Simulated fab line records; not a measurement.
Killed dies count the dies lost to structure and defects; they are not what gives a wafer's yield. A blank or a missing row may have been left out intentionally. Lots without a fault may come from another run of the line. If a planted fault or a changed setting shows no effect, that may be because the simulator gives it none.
fab line records / flow gf180mcu
record: lots: 14 wafers: 42 lastDay: 34
route steps=602 shown M1@318 V1@336
lots untouched by any fault: they come from a run of this same line in which no faults occurred
startH: hours from the record's opening day to when the first of the lot's shown wafers began / waitH: hours from the lot's prior step to this one / " same as the row above / L1.1+2: several wafers, shown together as one row / - no value present, or no start provided / * or withheld: withheld / < > ~ a bound
route shown NAME@n: a module of which the file shows steps, and the number in the route of the first / usual: mean and standard deviation over wafers with no fault / same: alike in all rows / chamber/n: place in a boat / sites: the reading at each site / _std_site: standard deviation across them / _edge_site: outer sites' mean less inner sites' / radiusMm: for every site, how far away it sits from the centre of the wafer / mask NAME#n: copy n / behind: the tool/chamber that last shaped the wafer / hold: what put the lot on hold/how long, in hours/how the hold closed / device: whichever transistor did not switch (one of n, p or np) / end of line: tests run on the same wafers once the route is complete / where a step has no rows: the recipe by itself / killed: dies that structure and defects cost at the first sort, which is not the same as the wafer's yield / map: per-die view of a wafer (x killed, . not killed, _ where there is no die)
set.NAME: the setting that was run; set.NAME@STEP: the one run at that earlier step / model.NAME: the simulator's own value behind a step, which no gauge read
one table for each step of the route and one row for each wafer, over a sample of lots
services: from which hour (startH, from the record's first day; less than 0 if before it) a tool's chamber was out of use, for how many hours, and why
== steps ==
step: GF_M1_SPUTTER_03
recipe: material: Ti targetThkNm: 10 substrateTempC: 300 chamberPressurePa: 0.3 powerW: 3000 timeS: 6.7
usual: chamberPressurePa: 0.3000/0.00067 throttleValvePct: 30.1/1.2
lot.wafer=L571.1 tool=pvdSputter-04 chamber=- startH=363.43 waitH=0.0 chamberPressurePa=0.3006 throttleValvePct=32.4
lot.wafer=L571.3 tool=pvdSputter-04 chamber=- startH=363.43 waitH=0.0 chamberPressurePa=0.3004 throttleValvePct=29.4
lot.wafer=L571.4 tool=pvdSputter-04 chamber=- startH=363.43 waitH=0.0 chamberPressurePa=0.2986 throttleValvePct=29.0
lot.wafer=L572.1 tool=pvdSputter-01 chamber=- startH=367.30 waitH=0.0 chamberPressurePa=0.2998 throttleValvePct=29.2
lot.wafer=L572.5 tool=pvdSputter-01 chamber=- startH=367.30 waitH=0.0 chamberPressurePa=0.3002 throttleValvePct=29.1
lot.wafer=L572.6 tool=pvdSputter-01 chamber=- startH=367.30 waitH=0.0 chamberPressurePa=0.2996 throttleValvePct=29.6
lot.wafer=L573.1 tool=pvdSputter-04 chamber=- startH=376.67 waitH=0.0 chamberPressurePa=0.3004 throttleValvePct=30.0
lot.wafer=L573.4 tool=pvdSputter-04 chamber=- startH=376.67 waitH=0.0 chamberPressurePa=0.3006 throttleValvePct=32.3
lot.wafer=L573.6 tool=pvdSputter-04 chamber=- startH=376.67 waitH=0.0 chamberPressurePa=0.3004 throttleValvePct=32.5
lot.wafer=L574.1 tool=pvdSputter-02 chamber=- startH=394.48 waitH=0.0 chamberPressurePa=0.3000 throttleValvePct=31.5
lot.wafer=L574.5 tool=pvdSputter-02 chamber=- startH=394.48 waitH=0.0 chamberPressurePa=0.3005 throttleValvePct=31.9
lot.wafer=L574.6 tool=pvdSputter-02 chamber=- startH=394.48 waitH=0.0 chamberPressurePa=0.3002 throttleValvePct=30.4
lot.wafer=L576.2 tool=pvdSputter-01 chamber=- startH=424.76 waitH=0.0 chamberPressurePa=0.2999 throttleValvePct=28.9
lot.wafer=L576.4 tool=pvdSputter-01 chamber=- startH=424.76 waitH=0.0 chamberPressurePa=0.2991 throttleValvePct=28.0
lot.wafer=L576.5 tool=pvdSputter-01 chamber=- startH=424.76 waitH=0.0 chamberPressurePa=0.3001 throttleValvePct=29.3
lot.wafer=L584.1 tool=pvdSputter-04 chamber=- startH=484.49 waitH=0.0 chamberPressurePa=0.3003 throttleValvePct=28.9
lot.wafer=L584.3 tool=pvdSputter-04 chamber=- startH=484.49 waitH=0.0 chamberPressurePa=0.2996 throttleValvePct=29.3
lot.wafer=L584.6 tool=pvdSputter-04 chamber=- startH=484.49 waitH=0.0 chamberPressurePa=0.2990 throttleValvePct=32.5
lot.wafer=L585.1 tool=pvdSputter-01 chamber=- startH=486.04 waitH=0.0 chamberPressurePa=0.3005 throttleValvePct=29.5
lot.wafer=L585.2 tool=pvdSputter-01 chamber=- startH=486.04 waitH=0.0 chamberPressurePa=0.2999 throttleValvePct=29.0
lot.wafer=L585.6 tool=pvdSputter-01 chamber=- startH=486.04 waitH=0.0 chamberPressurePa=0.3007 throttleValvePct=28.8
lot.wafer=L588.1 tool=pvdSputter-02 chamber=- startH=508.09 waitH=0.0 chamberPressurePa=0.2998 throttleValvePct=30.2
lot.wafer=L588.2 tool=pvdSputter-02 chamber=- startH=508.09 waitH=0.0 chamberPressurePa=0.3002 throttleValvePct=29.9
lot.wafer=L588.3 tool=pvdSputter-02 chamber=- startH=508.09 waitH=0.0 chamberPressurePa=0.2997 throttleValvePct=30.9
lot.wafer=L589.1 tool=pvdSputter-02 chamber=- startH=516.74 waitH=0.0 chamberPressurePa=0.2992 throttleValvePct=30.5
lot.wafer=L589.5 tool=pvdSputter-02 chamber=- startH=516.74 waitH=0.0 chamberPressurePa=0.2994 throttleValvePct=30.4
lot.wafer=L589.6 tool=pvdSputter-02 chamber=- startH=516.74 waitH=0.0 chamberPressurePa=0.3006 throttleValvePct=30.1
lot.wafer=L590.2 tool=pvdSputter-04 chamber=- startH=529.97 waitH=0.0 chamberPressurePa=0.3003 throttleValvePct=29.0
lot.wafer=L590.4 tool=pvdSputter-04 chamber=- startH=529.97 waitH=0.0 chamberPressurePa=0.2992 throttleValvePct=32.6
lot.wafer=L590.5 tool=pvdSputter-04 chamber=- startH=529.97 waitH=0.0 chamberPressurePa=0.3002 throttleValvePct=32.6
lot.wafer=L591.1 tool=pvdSputter-02 chamber=- startH=535.10 waitH=0.0 chamberPressurePa=0.3003 throttleValvePct=31.8
lot.wafer=L591.2 tool=pvdSputter-02 chamber=- startH=535.10 waitH=0.0 chamberPressurePa=0.2994 throttleValvePct=31.2
lot.wafer=L591.6 tool=pvdSputter-02 chamber=- startH=535.10 waitH=0.0 chamberPressurePa=0.3009 throttleValvePct=32.0
lot.wafer=L592.1 tool=pvdSputter-04 chamber=- startH=542.18 waitH=0.0 chamberPressurePa=0.3008 throttleValvePct=29.1
lot.wafer=L592.4 tool=pvdSputter-04 chamber=- startH=542.18 waitH=0.0 chamberPressurePa=0.3006 throttleValvePct=32.0
lot.wafer=L592.5 tool=pvdSputter-04 chamber=- startH=542.18 waitH=0.0 chamberPressurePa=0.3003 throttleValvePct=32.3
lot.wafer=L593.1 tool=pvdSputter-04 chamber=- startH=550.11 waitH=0.0 chamberPressurePa=0.3002 throttleValvePct=32.3
lot.wafer=L593.4 tool=pvdSputter-04 chamber=- startH=550.11 waitH=0.0 chamberPressurePa=0.2965 throttleValvePct=29.0
lot.wafer=L593.5 tool=pvdSputter-04 chamber=- startH=550.11 waitH=0.0 chamberPressurePa=0.2987 throttleValvePct=29.8
lot.wafer=L594.1 tool=pvdSputter-04 chamber=- startH=560.87 waitH=0.0 chamberPressurePa=0.2998 throttleValvePct=29.5
lot.wafer=L594.2 tool=pvdSputter-04 chamber=- startH=560.87 waitH=0.0 chamberPressurePa=0.2998 throttleValvePct=29.0
lot.wafer=L594.5 tool=pvdSputter-04 chamber=- startH=560.87 waitH=0.0 chamberPressurePa=0.3001 throttleValvePct=28.9
step: GF_V1_THK_MEAS_01
recipe: reads: SiO2_of_V1_CVD_00
usual: V1_CVD_00_THK: 600/6.1
lot.wafer=L571.1 tool=filmMetro-03 chamber=- startH=387.67 waitH=0.0 V1_CVD_00_THK[nm]=594
lot.wafer=L571.3 tool=filmMetro-03 chamber=- startH=387.67 waitH=0.0 V1_CVD_00_THK[nm]=604
lot.wafer=L571.4 tool=filmMetro-03 chamber=- startH=387.67 waitH=0.0 V1_CVD_00_THK[nm]=597
lot.wafer=L572.1 tool=filmMetro-03 chamber=- startH=390.18 waitH=0.0 V1_CVD_00_THK[nm]=604
lot.wafer=L572.5 tool=filmMetro-03 chamber=- startH=390.18 waitH=0.0 V1_CVD_00_THK[nm]=600
lot.wafer=L572.6 tool=filmMetro-03 chamber=- startH=390.18 waitH=0.0 V1_CVD_00_THK[nm]=601
lot.wafer=L573.1 tool=filmMetro-02 chamber=- startH=400.10 waitH=0.0 V1_CVD_00_THK[nm]=596
lot.wafer=L573.4 tool=filmMetro-02 chamber=- startH=400.10 waitH=0.0 V1_CVD_00_THK[nm]=597
lot.wafer=L573.6 tool=filmMetro-02 chamber=- startH=400.10 waitH=0.0 V1_CVD_00_THK[nm]=593
lot.wafer=L574.1 tool=filmMetro-04 chamber=- startH=419.26 waitH=0.0 V1_CVD_00_THK[nm]=605
lot.wafer=L574.5 tool=filmMetro-04 chamber=- startH=419.26 waitH=0.0 V1_CVD_00_THK[nm]=605
lot.wafer=L574.6 tool=filmMetro-04 chamber=- startH=419.26 waitH=0.0 V1_CVD_00_THK[nm]=605
lot.wafer=L576.2 tool=filmMetro-03 chamber=- startH=449.36 waitH=0.0 V1_CVD_00_THK[nm]=586
lot.wafer=L576.4 tool=filmMetro-03 chamber=- startH=449.36 waitH=0.0 V1_CVD_00_THK[nm]=591
lot.wafer=L576.5 tool=filmMetro-03 chamber=- startH=449.36 waitH=0.0 V1_CVD_00_THK[nm]=607
lot.wafer=L584.1 tool=filmMetro-03 chamber=- startH=508.78 waitH=0.0 V1_CVD_00_THK[nm]=598
lot.wafer=L584.3 tool=filmMetro-03 chamber=- startH=508.78 waitH=0.0 V1_CVD_00_THK[nm]=596
lot.wafer=L584.6 tool=filmMetro-03 chamber=- startH=508.78 waitH=0.0 V1_CVD_00_THK[nm]=602
lot.wafer=L585.1 tool=filmMetro-02 chamber=- startH=510.50 waitH=0.0 V1_CVD_00_THK[nm]=603
lot.wafer=L585.2 tool=filmMetro-02 chamber=- startH=510.50 waitH=0.0 V1_CVD_00_THK[nm]=589
lot.wafer=L585.6 tool=filmMetro-02 chamber=- startH=510.50 waitH=0.0 V1_CVD_00_THK[nm]=597
lot.wafer=L588.1 tool=filmMetro-03 chamber=- startH=532.21 waitH=0.0 V1_CVD_00_THK[nm]=600
lot.wafer=L588.2 tool=filmMetro-03 chamber=- startH=532.21 waitH=0.0 V1_CVD_00_THK[nm]=599
lot.wafer=L588.3 tool=filmMetro-03 chamber=- startH=532.21 waitH=0.0 V1_CVD_00_THK[nm]=606
lot.wafer=L589.1 tool=filmMetro-02 chamber=- startH=540.58 waitH=0.0 V1_CVD_00_THK[nm]=598
lot.wafer=L589.5 tool=filmMetro-02 chamber=- startH=540.58 waitH=0.0 V1_CVD_00_THK[nm]=596
lot.wafer=L589.6 tool=filmMetro-02 chamber=- startH=540.58 waitH=0.0 V1_CVD_00_THK[nm]=605
lot.wafer=L590.2 tool=filmMetro-03 chamber=- startH=553.38 waitH=0.0 V1_CVD_00_THK[nm]=602
lot.wafer=L590.4 tool=filmMetro-03 chamber=- startH=553.38 waitH=0.0 V1_CVD_00_THK[nm]=607
lot.wafer=L590.5 tool=filmMetro-03 chamber=- startH=553.38 waitH=0.0 V1_CVD_00_THK[nm]=603
lot.wafer=L591.1 tool=filmMetro-04 chamber=- startH=558.93 waitH=0.0 V1_CVD_00_THK[nm]=599
lot.wafer=L591.2 tool=filmMetro-04 chamber=- startH=558.93 waitH=0.0 V1_CVD_00_THK[nm]=596
lot.wafer=L591.6 tool=filmMetro-04 chamber=- startH=558.93 waitH=0.0 V1_CVD_00_THK[nm]=590
lot.wafer=L592.1 tool=filmMetro-02 chamber=- startH=565.55 waitH=0.0 V1_CVD_00_THK[nm]=603
lot.wafer=L592.4 tool=filmMetro-02 chamber=- startH=565.55 waitH=0.0 V1_CVD_00_THK[nm]=604
lot.wafer=L592.5 tool=filmMetro-02 chamber=- startH=565.55 waitH=0.0 V1_CVD_00_THK[nm]=603
lot.wafer=L593.1 tool=filmMetro-04 chamber=- startH=573.05 waitH=0.1 V1_CVD_00_THK[nm]=593
lot.wafer=L593.4 tool=filmMetro-04 chamber=- startH=573.05 waitH=0.1 V1_CVD_00_THK[nm]=594
lot.wafer=L593.5 tool=filmMetro-04 chamber=- startH=573.05 waitH=0.1 V1_CVD_00_THK[nm]=603
lot.wafer=L594.1 tool=filmMetro-02 chamber=- startH=583.55 waitH=0.0 V1_CVD_00_THK[nm]=598
lot.wafer=L594.2 tool=filmMetro-02 chamber=- startH=583.55 waitH=0.0 V1_CVD_00_THK[nm]=605
lot.wafer=L594.5 tool=filmMetro-02 chamber=- startH=583.55 waitH=0.0 V1_CVD_00_THK[nm]=598
step: GF_V1_BOW_MEAS_05
recipe: mode: bow
usual: V1_BOW: 83/7.2
lot.wafer=L571.1 tool=filmMetro-02 chamber=- startH=388.16 waitH=0.2 V1_BOW[um]=62
lot.wafer=L571.3 tool=filmMetro-02 chamber=- startH=388.16 waitH=0.2 V1_BOW[um]=80
lot.wafer=L571.4 tool=filmMetro-02 chamber=- startH=388.16 waitH=0.2 V1_BOW[um]=77
lot.wafer=L572.1 tool=filmMetro-04 chamber=- startH=390.67 waitH=0.1 V1_BOW[um]=89
lot.wafer=L572.5 tool=filmMetro-04 chamber=- startH=390.67 waitH=0.1 V1_BOW[um]=79
lot.wafer=L572.6 tool=filmMetro-04 chamber=- startH=390.67 waitH=0.1 V1_BOW[um]=76
lot.wafer=L573.1 tool=filmMetro-02 chamber=- startH=400.59 waitH=0.2 V1_BOW[um]=81
lot.wafer=L573.4 tool=filmMetro-02 chamber=- startH=400.59 waitH=0.2 V1_BOW[um]=85
lot.wafer=L573.6 tool=filmMetro-02 chamber=- startH=400.59 waitH=0.2 V1_BOW[um]=77
lot.wafer=L574.1 tool=filmMetro-04 chamber=- startH=419.75 waitH=0.1 V1_BOW[um]=81
lot.wafer=L574.5 tool=filmMetro-04 chamber=- startH=419.75 waitH=0.1 V1_BOW[um]=82
lot.wafer=L574.6 tool=filmMetro-04 chamber=- startH=419.75 waitH=0.1 V1_BOW[um]=85
lot.wafer=L576.2 tool=filmMetro-02 chamber=- startH=449.86 waitH=0.2 V1_BOW[um]=83
lot.wafer=L576.4 tool=filmMetro-02 chamber=- startH=449.86 waitH=0.2 V1_BOW[um]=86
lot.wafer=L576.5 tool=filmMetro-02 chamber=- startH=449.86 waitH=0.2 V1_BOW[um]=80
lot.wafer=L584.1 tool=filmMetro-04 chamber=- startH=509.27 waitH=0.1 V1_BOW[um]=84
lot.wafer=L584.3 tool=filmMetro-04 chamber=- startH=509.27 waitH=0.1 V1_BOW[um]=87
lot.wafer=L584.6 tool=filmMetro-04 chamber=- startH=509.27 waitH=0.1 V1_BOW[um]=96
lot.wafer=L585.1 tool=filmMetro-02 chamber=- startH=510.99 waitH=0.2 V1_BOW[um]=90
lot.wafer=L585.2 tool=filmMetro-02 chamber=- startH=510.99 waitH=0.2 V1_BOW[um]=88
lot.wafer=L585.6 tool=filmMetro-02 chamber=- startH=510.99 waitH=0.2 V1_BOW[um]=77
lot.wafer=L588.1 tool=filmMetro-03 chamber=- startH=532.70 waitH=0.2 V1_BOW[um]=77
lot.wafer=L588.2 tool=filmMetro-03 chamber=- startH=532.70 waitH=0.2 V1_BOW[um]=103
lot.wafer=L588.3 tool=filmMetro-03 chamber=- startH=532.70 waitH=0.2 V1_BOW[um]=95
lot.wafer=L589.1 tool=filmMetro-02 chamber=- startH=541.07 waitH=0.1 V1_BOW[um]=87
lot.wafer=L589.5 tool=filmMetro-02 chamber=- startH=541.07 waitH=0.1 V1_BOW[um]=92
lot.wafer=L589.6 tool=filmMetro-02 chamber=- startH=541.07 waitH=0.1 V1_BOW[um]=93
lot.wafer=L590.2 tool=filmMetro-02 chamber=- startH=553.88 waitH=0.2 V1_BOW[um]=91
lot.wafer=L590.4 tool=filmMetro-02 chamber=- startH=553.88 waitH=0.2 V1_BOW[um]=91
lot.wafer=L590.5 tool=filmMetro-02 chamber=- startH=553.88 waitH=0.2 V1_BOW[um]=88
lot.wafer=L591.1 tool=filmMetro-02 chamber=- startH=559.42 waitH=0.2 V1_BOW[um]=81
lot.wafer=L591.2 tool=filmMetro-02 chamber=- startH=559.42 waitH=0.2 V1_BOW[um]=82
lot.wafer=L591.6 tool=filmMetro-02 chamber=- startH=559.42 waitH=0.2 V1_BOW[um]=78
lot.wafer=L592.1 tool=filmMetro-02 chamber=- startH=566.04 waitH=0.2 V1_BOW[um]=104
lot.wafer=L592.4 tool=filmMetro-02 chamber=- startH=566.04 waitH=0.2 V1_BOW[um]=95
lot.wafer=L592.5 tool=filmMetro-02 chamber=- startH=566.04 waitH=0.2 V1_BOW[um]=78
lot.wafer=L593.1 tool=filmMetro-04 chamber=- startH=573.54 waitH=0.2 V1_BOW[um]=88
lot.wafer=L593.4 tool=filmMetro-04 chamber=- startH=573.54 waitH=0.2 V1_BOW[um]=87
lot.wafer=L593.5 tool=filmMetro-04 chamber=- startH=573.54 waitH=0.2 V1_BOW[um]=84
lot.wafer=L594.1 tool=filmMetro-03 chamber=- startH=584.04 waitH=0.1 V1_BOW[um]=72
lot.wafer=L594.2 tool=filmMetro-03 chamber=- startH=584.04 waitH=0.1 V1_BOW[um]=74
lot.wafer=L594.5 tool=filmMetro-03 chamber=- startH=584.04 waitH=0.1 V1_BOW[um]=68
step: GF_V1_EXPOSE_11
recipe: maskId: Via1 targetCdNm: 260 na: 0.68 sourceShape: conventional sigmaOuter: 0.6 doseMj: 38
usual: exposureDoseMJCm2: 38.10/0.14 focusOffsetNm: 0.1/0.68
lot.wafer=L571.1 tool=krfScanner-02 chamber=0 startH=400.02 waitH=- mask=Via1#0 exposureDoseMJCm2=38.31 focusOffsetNm=-0.4
lot.wafer=L571.3 tool=krfScanner-02 chamber=0 startH=400.02 waitH=- mask=Via1#0 exposureDoseMJCm2=38.27 focusOffsetNm=0.7
lot.wafer=L571.4 tool=krfScanner-02 chamber=0 startH=400.02 waitH=- mask=Via1#0 exposureDoseMJCm2=38.26 focusOffsetNm=-0.2
lot.wafer=L572.1 tool=krfScanner-01 chamber=0 startH=403.05 waitH=- mask=Via1#0 exposureDoseMJCm2=37.97 focusOffsetNm=-1.2
lot.wafer=L572.5 tool=krfScanner-01 chamber=0 startH=403.05 waitH=- mask=Via1#0 exposureDoseMJCm2=38.01 focusOffsetNm=-0.7
lot.wafer=L572.6 tool=krfScanner-01 chamber=0 startH=403.05 waitH=- mask=Via1#0 exposureDoseMJCm2=37.98 focusOffsetNm=-1.0
lot.wafer=L573.1 tool=krfScanner-02 chamber=0 startH=412.54 waitH=- mask=Via1#0 exposureDoseMJCm2=38.23 focusOffsetNm=0.0
lot.wafer=L573.4 tool=krfScanner-02 chamber=0 startH=412.54 waitH=- mask=Via1#0 exposureDoseMJCm2=38.22 focusOffsetNm=0.9
lot.wafer=L573.6 tool=krfScanner-02 chamber=0 startH=412.54 waitH=- mask=Via1#0 exposureDoseMJCm2=38.18 focusOffsetNm=0.6
lot.wafer=L574.1 tool=krfScanner-01 chamber=0 startH=432.79 waitH=- mask=Via1#0 exposureDoseMJCm2=38.03 focusOffsetNm=0.5
lot.wafer=L574.5 tool=krfScanner-01 chamber=0 startH=432.79 waitH=- mask=Via1#0 exposureDoseMJCm2=38.00 focusOffsetNm=0.6
lot.wafer=L574.6 tool=krfScanner-01 chamber=0 startH=432.79 waitH=- mask=Via1#0 exposureDoseMJCm2=37.98 focusOffsetNm=0.4
lot.wafer=L576.2 tool=krfScanner-02 chamber=0 startH=462.31 waitH=- mask=Via1#0 exposureDoseMJCm2=38.21 focusOffsetNm=0.4
lot.wafer=L576.4 tool=krfScanner-02 chamber=0 startH=462.31 waitH=- mask=Via1#0 exposureDoseMJCm2=38.23 focusOffsetNm=0.2
lot.wafer=L576.5 tool=krfScanner-02 chamber=0 startH=462.31 waitH=- mask=Via1#0 exposureDoseMJCm2=38.19 focusOffsetNm=0.6
lot.wafer=L584.1 tool=krfScanner-02 chamber=- startH=520.99 waitH=- mask=Via1#0 exposureDoseMJCm2=- focusOffsetNm=-
lot.wafer=L584.3 tool=krfScanner-02 chamber=- startH=520.99 waitH=- mask=Via1#0 exposureDoseMJCm2=- focusOffsetNm=-
lot.wafer=L584.6 tool=krfScanner-02 chamber=- startH=520.99 waitH=- mask=Via1#0 exposureDoseMJCm2=- focusOffsetNm=-
lot.wafer=L585.1 tool=krfScanner-01 chamber=- startH=522.70 waitH=- mask=Via1#0 exposureDoseMJCm2=- focusOffsetNm=-
lot.wafer=L585.2 tool=krfScanner-01 chamber=- startH=522.70 waitH=- mask=Via1#0 exposureDoseMJCm2=- focusOffsetNm=-
lot.wafer=L585.6 tool=krfScanner-01 chamber=- startH=522.70 waitH=- mask=Via1#0 exposureDoseMJCm2=- focusOffsetNm=-
lot.wafer=L588.1 tool=krfScanner-01 chamber=0 startH=544.07 waitH=- mask=Via1#0 exposureDoseMJCm2=37.95 focusOffsetNm=0.2
lot.wafer=L588.2 tool=krfScanner-01 chamber=0 startH=544.07 waitH=- mask=Via1#0 exposureDoseMJCm2=37.98 focusOffsetNm=0.3
lot.wafer=L588.3 tool=krfScanner-01 chamber=0 startH=544.07 waitH=- mask=Via1#0 exposureDoseMJCm2=37.97 focusOffsetNm=0.6
lot.wafer=L589.1 tool=krfScanner-02 chamber=0 startH=553.05 waitH=- mask=Via1#0 exposureDoseMJCm2=38.27 focusOffsetNm=0.1
lot.wafer=L589.5 tool=krfScanner-02 chamber=0 startH=553.05 waitH=- mask=Via1#0 exposureDoseMJCm2=38.25 focusOffsetNm=0.5
lot.wafer=L589.6 tool=krfScanner-02 chamber=0 startH=553.05 waitH=- mask=Via1#0 exposureDoseMJCm2=38.29 focusOffsetNm=2.1
lot.wafer=L590.2 tool=krfScanner-01 chamber=0 startH=565.28 waitH=- mask=Via1#0 exposureDoseMJCm2=37.90 focusOffsetNm=1.0
lot.wafer=L590.4 tool=krfScanner-01 chamber=0 startH=565.28 waitH=- mask=Via1#0 exposureDoseMJCm2=37.91 focusOffsetNm=1.7
lot.wafer=L590.5 tool=krfScanner-01 chamber=0 startH=565.28 waitH=- mask=Via1#0 exposureDoseMJCm2=37.94 focusOffsetNm=1.0
lot.wafer=L591.1 tool=krfScanner-01 chamber=0 startH=570.59 waitH=- mask=Via1#0 exposureDoseMJCm2=37.99 focusOffsetNm=-1.1
lot.wafer=L591.2 tool=krfScanner-01 chamber=0 startH=570.59 waitH=- mask=Via1#0 exposureDoseMJCm2=37.95 focusOffsetNm=-0.7
lot.wafer=L591.6 tool=krfScanner-01 chamber=0 startH=570.59 waitH=- mask=Via1#0 exposureDoseMJCm2=37.98 focusOffsetNm=-0.6
lot.wafer=L592.1 tool=krfScanner-01 chamber=0 startH=577.06 waitH=- mask=Via1#0 exposureDoseMJCm2=38.04 focusOffsetNm=-1.0
lot.wafer=L592.4 tool=krfScanner-01 chamber=0 startH=577.06 waitH=- mask=Via1#0 exposureDoseMJCm2=38.05 focusOffsetNm=-0.4
lot.wafer=L592.5 tool=krfScanner-01 chamber=0 startH=577.06 waitH=- mask=Via1#0 exposureDoseMJCm2=38.02 focusOffsetNm=-0.9
lot.wafer=L593.1 tool=krfScanner-01 chamber=0 startH=583.97 waitH=- mask=Via1#0 exposureDoseMJCm2=37.99 focusOffsetNm=0.3
lot.wafer=L593.4 tool=krfScanner-01 chamber=0 startH=583.97 waitH=- mask=Via1#0 exposureDoseMJCm2=37.95 focusOffsetNm=0.5
lot.wafer=L593.5 tool=krfScanner-01 chamber=0 startH=583.97 waitH=- mask=Via1#0 exposureDoseMJCm2=37.95 focusOffsetNm=-0.5
lot.wafer=L594.1 tool=krfScanner-02 chamber=0 startH=595.35 waitH=- mask=Via1#0 exposureDoseMJCm2=38.21 focusOffsetNm=0.1
lot.wafer=L594.2 tool=krfScanner-02 chamber=0 startH=595.35 waitH=- mask=Via1#0 exposureDoseMJCm2=38.19 focusOffsetNm=0.1
lot.wafer=L594.5 tool=krfScanner-02 chamber=0 startH=595.35 waitH=- mask=Via1#0 exposureDoseMJCm2=38.22 focusOffsetNm=0.6
== services ==
tool=krfScanner-01 chamber=- startH=355.54 hours=6.9 kind=repair
tool=krfScanner-01 chamber=- startH=365.78 hours=0.8 kind=pm
tool=krfScanner-02 chamber=- startH=371.16 hours=1.3 kind=pm
tool=krfScanner-01 chamber=- startH=373.14 hours=1.3 kind=pm
tool=krfScanner-02 chamber=- startH=378.04 hours=0.8 kind=pm
tool=krfScanner-02 chamber=- startH=395.54 hours=1.0 kind=pm
tool=krfScanner-01 chamber=- startH=398.38 hours=3.6 kind=pm
tool=krfScanner-01 chamber=- startH=417.26 hours=4.9 kind=repair
tool=krfScanner-02 chamber=- startH=424.91 hours=10.3 kind=repair
tool=krfScanner-01 chamber=- startH=435.51 hours=1.9 kind=repair
tool=krfScanner-02 chamber=- startH=478.02 hours=4.4 kind=pm
tool=krfScanner-01 chamber=- startH=484.73 hours=3.3 kind=repair
tool=krfScanner-01 chamber=- startH=488.04 hours=1.0 kind=pm
tool=pvdSputter-04 chamber=- startH=508.53 hours=3.4 kind=repair
tool=krfScanner-02 chamber=- startH=513.06 hours=1.4 kind=repair
tool=krfScanner-01 chamber=- startH=514.49 hours=4.0 kind=pm
tool=krfScanner-01 chamber=- startH=518.98 hours=1.7 kind=repair
tool=krfScanner-01 chamber=- startH=526.23 hours=4.4 kind=pm
tool=krfScanner-01 chamber=- startH=534.58 hours=0.8 kind=pm
tool=krfScanner-02 chamber=- startH=546.91 hours=0.8 kind=pm
tool=krfScanner-01 chamber=- startH=549.04 hours=1.3 kind=pm
tool=pvdSputter-04 chamber=- startH=569.29 hours=9.8 kind=repair
tool=pvdSputter-04 chamber=- startH=575.54 hours=103.3 kind=repair
tool=pvdSputter-04 chamber=- startH=580.15 hours=2.5 kind=repair
== key ==
firstSign: step: GF_V1_EXPOSE_11 reading: toolRecord direction: missing
effect none on later readings
metAt GF_V1_EXPOSE_11
struckLots L584,L585
laterRowsLeftOut L584.1,L584.3,L584.6,L585.1,L585.2,L585.6
sortLeftOut L584.1,L584.3,L584.6,L585.1,L585.2,L585.6
notActingAt GF_M1_SPUTTER_03,GF_V1_THK_MEAS_01,GF_V1_BOW_MEAS_05
onsetBetween 462.31 520.99
fault: kind: skippedStepWhole tool: krfScanner-01,krfScanner-02 chamber: - onsetH: 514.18 steps: GF_V1_EXPOSE_11 scope: struckLotsOnly
sortLeftOut: the simulated sort isn't trusted on such a fault, so these wafers' sort isn't shown, and their yield isn't known
laterRowsLeftOut: the simulator's readings of these wafers behind a module that went badly wrong aren't trusted and aren't shown, but for the sort
